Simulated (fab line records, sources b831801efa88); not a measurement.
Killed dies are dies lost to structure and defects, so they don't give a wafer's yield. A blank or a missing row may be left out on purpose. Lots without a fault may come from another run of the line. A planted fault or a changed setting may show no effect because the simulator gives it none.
Which tool did it? | flow gf180mcu | 11 lots, 33 wafers sampled, at 5 steps of a route of 602

WHAT THE GAUGES READ, wafer by wafer
GF_HV_LDD_OVL_MEAS_47. Usual: HV_LDD_03_OVL -0.8 nm, standard deviation 1.4.
lot  | measured     | on         | HV_LDD_03_OVL (nm) | flag
L700 | day 13 00:57 | overlay-02 | 0.4 -3.6 -2.8      |
L702 | day 13 12:42 | overlay-02 | -0.1 -2.1 -0.9     |
L706 | day 14 20:15 | overlay-02 | 0.3 -1.0 0.1       |
L713 | day 17 04:55 | overlay-01 | 1.4 -1.5 1.0       |
L715 | day 18 03:48 | overlay-02 | -1.5 -0.9 -0.6     |
L716 | day 18 06:22 | overlay-02 | -2.7 -0.2 -0.3     |
L717 | day 18 15:40 | overlay-01 | -2.3 -0.9 -2.9     |
L718 | day 19 01:46 | overlay-01 | 1.0 0.2 0.8        |
L719 | day 19 17:34 | overlay-02 | 0.6 1.4 -0.3       |
L721 | day 20 02:26 | overlay-02 | -1.1 -3.3 -1.6     |
L720 | day 20 06:19 | overlay-01 | -2.9 -1.0 -1.4     |

GF_PSD_TW_MEAS_11. Usual: PSD_TW 3180, standard deviation 33.
lot  | measured     | on            | PSD_TW            | flag
L700 | day 14 20:50 | film_metro-02 | 3145 3146 3147    |
L702 | day 15 10:56 | film_metro-01 | 3241 3251 3247    |
L706 | day 16 20:00 | film_metro-04 | 30 30 30 30 30 30 | OFF
L713 | day 19 08:20 | film_metro-01 | 3202 3193 3216    |
L715 | day 20 11:53 | film_metro-01 | 3199 3204 3212    |
L716 | day 20 11:29 | film_metro-01 | 3200 3202 3183    |
L717 | day 20 19:32 | film_metro-01 | 3222 3189 3209    |
L718 | day 21 05:55 | film_metro-01 | 3236 3226 3216    |
L719 | day 21 21:11 | film_metro-02 | 3163 3167 3151    |
L721 | day 22 06:46 | film_metro-02 | 3142 3141 3130    |
L720 | day 22 09:07 | film_metro-02 | 3137 3143 3140    |

GF_SAB_OVL_MEAS_10. Usual: SAB_OVL -0.5 nm, standard deviation 1.5.
lot  | measured     | on         | SAB_OVL (nm)   | flag
L700 | day 15 18:04 | overlay-02 | -1.1 0.6 1.3   |
L702 | day 16 08:56 | overlay-01 | -0.3 -2.9 -1.6 |
L713 | day 20 08:39 | overlay-02 | 0.7 -0.4 -1.2  |
L715 | day 21 12:08 | overlay-02 | -1.3 -0.9 0.8  |
L716 | day 21 11:50 | overlay-01 | -2.7 -2.9 -3.2 |
L717 | day 21 19:50 | overlay-01 | -2.4 -1.6 -1.1 |
L718 | day 22 06:22 | overlay-02 | 0.9 1.6 1.7    |
L719 | day 22 20:01 | overlay-01 | -1.9 -1.4 -0.5 |
L721 | day 23 06:10 | overlay-01 | 0.1 -0.3 2.0   |
L720 | day 23 08:01 | overlay-02 | 0.5 0.0 0.6    |

WHICH TOOL RAN EACH LOT (tool, then ch and the chambers of the sampled wafers, then the start)
lot  | GF_NSD_STRIP_11                      | GF_PSD_STRIP_10
L700 | plasma_asher-01 ch 0,1, day 13 23:37 | plasma_asher-03 ch 0,1, day 14 20:44
L702 | plasma_asher-01 ch 1, day 14 12:50   | plasma_asher-01 ch 1, day 15 10:50
L706 | plasma_asher-01 ch 0, day 15 21:18   | plasma_asher-03 ch 1, day 16 19:53
L713 | plasma_asher-04 ch 1, day 18 08:32   | plasma_asher-01 ch 1, day 19 08:14
L715 | plasma_asher-01 ch 0,1, day 19 11:43 | plasma_asher-04 ch 0,1, day 20 11:47
L716 | plasma_asher-02 ch 0,1, day 19 11:38 | plasma_asher-01 ch 0,1, day 20 11:23
L717 | plasma_asher-04 ch 0,1, day 19 19:17 | plasma_asher-03 ch 0,1, day 20 19:26
L718 | plasma_asher-04 ch 0,1, day 20 05:38 | plasma_asher-03 ch 0,1, day 21 05:49
L719 | plasma_asher-01 ch 0,1, day 20 20:43 | plasma_asher-01 ch 0,1, day 21 21:05
L721 | plasma_asher-04 ch 0,1, day 21 06:24 | plasma_asher-01 ch 0,1, day 22 06:40
L720 | plasma_asher-01 ch 0,1, day 21 09:35 | plasma_asher-04 ch 0,1, day 22 09:01
- GF_NSD_STRIP_11: strips in O2/N2.
- GF_PSD_STRIP_10: strips in O2/N2.

WHAT THE TOOLS THEMSELVES READ (means of the sampled wafers that have a number; where no wafer has one, the mark that the record gives instead)
GF_NSD_STRIP_11. Usual: drypump_motor_current_A 5.7 A, standard deviation 0.46; heater_power_w 328 W, standard deviation 27; oes_product_au 0.487 a.u., standard deviation 0.0045; strip_time_to_endpoint_s 22.96 s, standard deviation 0.044.
lot  | tool            | drypump_motor_current_A (A) | heater_power_w (W) | oes_product_au (a.u.) | strip_time_to_endpoint_s (s) | flag
L700 | plasma_asher-01 | 5.4                         | 349                | 0.487                 | 23.01                        |
L702 | plasma_asher-01 | 5.0                         | 305                | 0.484                 | 22.96                        |
L706 | plasma_asher-01 | 5.6                         | 375                | 0.485                 | -                            | OFF
L713 | plasma_asher-04 | 6.0                         | 336                | 0.488                 | 22.92                        |
L715 | plasma_asher-01 | 5.4                         | 347                | 0.488                 | 23.01                        |
L716 | plasma_asher-02 | 6.2                         | 306                | 0.480                 | 22.93                        |
L717 | plasma_asher-04 | 5.9                         | 322                | 0.490                 | 22.91                        |
L718 | plasma_asher-04 | 5.9                         | 319                | 0.489                 | 22.98                        |
L719 | plasma_asher-01 | 5.2                         | 328                | 0.485                 | 22.98                        |
L721 | plasma_asher-04 | 5.9                         | 333                | 0.488                 | 22.96                        |
L720 | plasma_asher-01 | 5.2                         | 326                | 0.484                 | 22.92                        |

GF_PSD_STRIP_10. Usual: drypump_motor_current_A 5.5 A, standard deviation 0.38; heater_power_w 329 W, standard deviation 31; oes_product_au 0.592 a.u., standard deviation 0.0048; strip_time_to_endpoint_s 16.53 s, standard deviation 0.042.
lot  | tool            | drypump_motor_current_A (A) | heater_power_w (W) | oes_product_au (a.u.) | strip_time_to_endpoint_s (s) | flag
L700 | plasma_asher-03 | 5.3                         | 307                | 0.587                 | 16.60                        |
L702 | plasma_asher-01 | 5.0                         | 302                | 0.590                 | 16.59                        |
L706 | plasma_asher-03 | 5.0                         | 289                | 0.628                 | 22.57                        | OFF
L713 | plasma_asher-01 | 5.0                         | 301                | 0.596                 | 16.57                        |
L715 | plasma_asher-04 | 5.9                         | 334                | 0.594                 | 16.52                        |
L716 | plasma_asher-01 | 5.2                         | 326                | 0.587                 | 16.48                        |
L717 | plasma_asher-03 | 5.3                         | 309                | 0.593                 | 16.56                        |
L718 | plasma_asher-03 | 5.6                         | 325                | 0.591                 | 16.47                        |
L719 | plasma_asher-01 | 5.2                         | 324                | 0.595                 | 16.59                        |
L721 | plasma_asher-01 | 5.4                         | 350                | 0.589                 | 16.53                        |
L720 | plasma_asher-04 | 5.9                         | 327                | 0.589                 | 16.53                        |

THE ANSWER, worked out from the rows above alone
Rule: a lot is off if the mean of its wafers that have a number lies more than 3 standard deviations from the usual mean. A lot without any number at a reading at which 4 lots or more have one is off too. The other lots that the step has rows for count as sound. The gauges are gone through in route order, then the tools' own readings, and for those a lot's mean is taken as printed above. The first step at which some lot is off is used, and at that step the reading that is off furthest; a lot without a number counts as furthest.
Off: L706, at GF_PSD_TW_MEAS_11 (PSD_TW).
A tool fits if, at a process step before that reading, it ran every lot that is off, and no sound lot after the first of them. The gauges at GF_PSD_TW_MEAS_11 aren't tried: what is off there is off at GF_NSD_STRIP_11 too, on other tools, and a gauge's error can't cause that. None of those tried fits.

WHAT THE SIMULATOR HAD PUT IN
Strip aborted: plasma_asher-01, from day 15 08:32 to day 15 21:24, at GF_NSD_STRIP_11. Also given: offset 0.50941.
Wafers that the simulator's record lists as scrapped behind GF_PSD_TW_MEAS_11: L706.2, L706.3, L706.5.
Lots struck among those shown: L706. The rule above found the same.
